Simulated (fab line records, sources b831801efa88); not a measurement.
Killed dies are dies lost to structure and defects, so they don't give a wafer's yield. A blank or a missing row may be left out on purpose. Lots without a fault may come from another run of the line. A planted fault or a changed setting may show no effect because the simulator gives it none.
One fault seen from 2 desks | flow sky130 | each desk has only its own numbers; what lay behind them comes last

THE TOOL OWNER'S DESK: litho_track-01
The tool's own readings at SKY_DNWELL_DEVELOP_06 (develop time 60 s): means of the sampled wafers that have a number, for each lot that ran on this tool. A lot is out of limits, marked OUT, if its mean lies more than 4 standard deviations from the usual mean; the brackets give that distance.
Columns: A = chill_plate_temp_C at SKY_DNWELL_DEVELOP_06, usual 22.98 C; B = resist_line_temp_C at SKY_DNWELL_DEVELOP_06, usual 22.99 C
lot  | first seen here | A     | B
L810 | day 3 18:00     | 22.96 | 22.90
L818 | day 5 13:00     | 23.01 | 22.98
L823 | day 6 18:00     | 22.81 | 22.92
This desk's finding: nothing out of limits on any of the 3 lots.

THE METROLOGY DESK
What the gauges read, lot by lot, whatever tool the lot ran on: means of the sampled wafers that have a number. A lot is out of limits, marked OUT, if its mean lies more than 4 standard deviations from the usual mean; the brackets give that distance.
Columns: A = DNWELL_TW at SKY_DNWELL_TW_MEAS_09, usual 1104; B = cd_nm at SKY_VT_ADJUST_HVTP_CD_MEAS_07, usual 379.5 nm; C = VT_ADJUST_NCORE_TW at SKY_VT_ADJUST_NCORE_TW_MEAS_11, usual 218.6
lot  | first seen here | A                    | B     | C
L809 | day 3 12:26     | 1093                 | 378.6 | 217.2
L810 | day 3 18:46     | 1098                 | 375.6 | 217.6
L812 | day 4 03:43     | 1110                 | 380.5 | 217.3
L814 | day 4 18:04     | 30 (-99 or more) OUT | 379.7 | 216.8
L815 | day 5 12:55     | 30 (-99 or more) OUT | 376.1 | 217.2
L818 | day 5 14:19     | 1097                 | 374.6 | 219.4
L822 | day 6 11:56     | 1105                 | 385.0 | 222.3
L823 | day 6 18:55     | 1112                 | 377.8 | 222.0
L824 | day 6 23:34     | 1100                 | 379.8 | 217.3
L825 | day 7 08:19     | 1100                 | 376.3 | 222.3
L827 | day 7 14:44     | 1103                 | 381.2 | 221.1
L828 | day 7 21:34     | 1106                 | 382.4 | 221.3
L829 | day 8 02:28     | 1114                 | 377.3 | 216.1
L830 | day 8 09:34     | 1115                 | 378.0 | 222.1
This desk's finding: out of limits on L814, L815; first on L814, day 4 18:04 (DNWELL_TW at SKY_DNWELL_TW_MEAS_09). In limits: L809, L810, L812, L818, L822, L823, L824, L825, L827, L828, L829, L830.

PUT TOGETHER
The metrology desk could have raised an alarm at day 4 18:04, on L814, L815.
The tool owner's desk saw nothing out of limits.
The tool owner's desk has no number on record for L814, L815.
Of the lots named, all ran SKY_DNWELL_DEVELOP_06 on litho_track-01.

WHAT THE SIMULATOR HAD PUT IN
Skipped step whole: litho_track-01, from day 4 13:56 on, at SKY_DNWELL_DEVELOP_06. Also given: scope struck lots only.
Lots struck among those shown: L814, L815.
Hours from the fault's start to each desk's first reading out of limits: the metrology desk, 4.
